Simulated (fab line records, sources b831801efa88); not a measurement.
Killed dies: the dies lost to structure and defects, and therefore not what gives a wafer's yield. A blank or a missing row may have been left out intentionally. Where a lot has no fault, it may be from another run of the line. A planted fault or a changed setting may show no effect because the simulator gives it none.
Matching of chambers ; flow sky130 ; SKY_VIA3_CMP_02 on cmp-01 has 4 sister chambers
The step polishes SiO2. 8 wafers are shown with their chamber, then 10 later ones without.

## WAFERS PAIRED WITH THEIR CHAMBERS
wafer;chamber;motor_current_A (A)
L081.2;3;12.9
L081.6;0;15.2
L082.2;1;10.6
L082.5;1;10.5
L085.4;3;12.7
L085.5;2;12.6
L086.4;2;11.2
L086.5;0;14.6

## WAFERS WITH NO CHAMBER GIVEN
wafer;motor_current_A (A)
L086.6;12.8
L089.1;12.2
L089.4;10.8
L089.5;12.4
L095.1;14.5
L095.5;10.1
L095.6;15.7
L097.1;10.2
L097.4;12.4
L097.6;10.1

## CHAMBER TAKEN BY EACH
wafer;from the rows above;in truth
L086.6;can't be placed: 3 or 2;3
L089.1;can't be placed: 2 or 3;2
L089.4;can't be placed: 1 or 2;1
L089.5;can't be placed: 3 or 2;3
L095.1;0;0
L095.5;1;1
L095.6;0;0
L097.1;1;1
L097.4;can't be placed: 3 or 2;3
L097.6;1;1
5 of 10 placed correctly. Not placeable from these rows: 5 (in 5, the candidates include the true chamber). 0 placed wrongly.
How it was worked out, from the rows above alone: a wafer's distance from a chamber is the root of the sum, over the readings, of the square of ((its reading less the chamber's mean) divided by the reading's scatter). The wafer belongs to the nearest chamber; if the next one is less than 2 further off, it can't be placed. For every chamber, the mean is computed from those of its wafers that are shown. The scatter: the root of (the sum of the squares of (reading less its chamber's mean) over the shown wafers, divided by (wafers less chambers)).
